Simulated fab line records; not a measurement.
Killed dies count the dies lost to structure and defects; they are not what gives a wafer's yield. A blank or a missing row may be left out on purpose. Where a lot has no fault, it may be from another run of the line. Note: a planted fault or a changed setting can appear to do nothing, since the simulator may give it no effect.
Which tool did it? / flow sky130 / Sampling: 6 lots, 18 wafers, 4 of 708 route steps

== WHAT THE GAUGES SHOWED, per wafer ==
SKY_PASSIVATION_THK_MEAS_01.
lot=L331; measured=day 44 04:18; on=film_metro-04; PASSIVATION_CVD_00_THK (nm)=87.9 89.3 91.7
lot=L334; measured=day 45 01:59; on=film_metro-01; PASSIVATION_CVD_00_THK (nm)=88.5 91.6 91.4
lot=L336; measured=day 45 19:25; on=film_metro-01; PASSIVATION_CVD_00_THK (nm)=89.6 91.8 91.7
lot=L343; measured=day 47 15:32; on=film_metro-02; PASSIVATION_CVD_00_THK (nm)=89.0 90.6 90.4
lot=L347; measured=day 48 16:04; on=film_metro-02; PASSIVATION_CVD_00_THK (nm)=89.8 90.5 89.9
lot=L352; measured=day 49 11:11; on=film_metro-04; PASSIVATION_CVD_00_THK (nm)=90.3 90.7 91.9

== WHAT TOOL EACH LOT RAN ON (gives the tool, then ch and the chambers of the sampled wafers, and finally the start) ==
lot=L331; SKY_POLY_GATE_ETCH_15=rie_diel-02 ch 0,1,3, day 16 19:04; SKY_METAL5_SPUTTER_03=pvd_sputter-01, day 43 03:56; SKY_METAL5_SPUTTER_04=pvd_sputter-01, day 43 03:57
lot=L334; SKY_POLY_GATE_ETCH_15=rie_diel-02 ch 0,1,2, day 17 17:40; SKY_METAL5_SPUTTER_03=pvd_sputter-04, day 44 03:04; SKY_METAL5_SPUTTER_04=pvd_sputter-04, day 44 03:05
lot=L336; SKY_POLY_GATE_ETCH_15=rie_diel-02 ch 0,1, day 18 22:41; SKY_METAL5_SPUTTER_03=pvd_sputter-01, day 44 21:43; SKY_METAL5_SPUTTER_04=pvd_sputter-01, day 44 21:44
lot=L343; SKY_POLY_GATE_ETCH_15=rie_diel-02 ch 1,2,3, day 21 11:21; SKY_METAL5_SPUTTER_03=pvd_sputter-03, day 46 17:52; SKY_METAL5_SPUTTER_04=pvd_sputter-03, day 46 17:53
lot=L347; SKY_POLY_GATE_ETCH_15=rie_diel-01 ch 1,2,3, day 22 20:19; SKY_METAL5_SPUTTER_03=pvd_sputter-03, day 47 19:36; SKY_METAL5_SPUTTER_04=pvd_sputter-03, day 47 19:37
lot=L352; SKY_POLY_GATE_ETCH_15=rie_diel-03 ch 0,3, day 24 10:13; SKY_METAL5_SPUTTER_03=pvd_sputter-03, day 48 14:56; SKY_METAL5_SPUTTER_04=pvd_sputter-03, day 48 14:58
- SKY_POLY_GATE_ETCH_15: etches BARC in N2/H2, stops on SiO2, time 118.5 s, target depth 110 nm.
- SKY_METAL5_SPUTTER_03: material Ti, target thk 5 nm, time 3.3 s.
- SKY_METAL5_SPUTTER_04: material TiN, target thk 70 nm, time 58.3 s.

== THE ANSWER, worked out from the rows above alone ==
Rule: usual is defined by the lots themselves. Put in order of their means at a reading, lots are off if they are a third of the lots or fewer, leave a main group of 4 or more, and stand apart from it by a gap of 3 or more times the standard deviation of the main group's means; of several such gaps the widest counts. A main group is skipped when, at the precision printed for the reading in the tables above, its means are all equal. Also off: a lot with no number at a reading for which 4 or more lots have one. Any other lot the step has rows for is counted as sound.
Nothing can be told from this: no lot is off at any reading shown.

== WHAT THE SIMULATOR HAD PUT IN ==
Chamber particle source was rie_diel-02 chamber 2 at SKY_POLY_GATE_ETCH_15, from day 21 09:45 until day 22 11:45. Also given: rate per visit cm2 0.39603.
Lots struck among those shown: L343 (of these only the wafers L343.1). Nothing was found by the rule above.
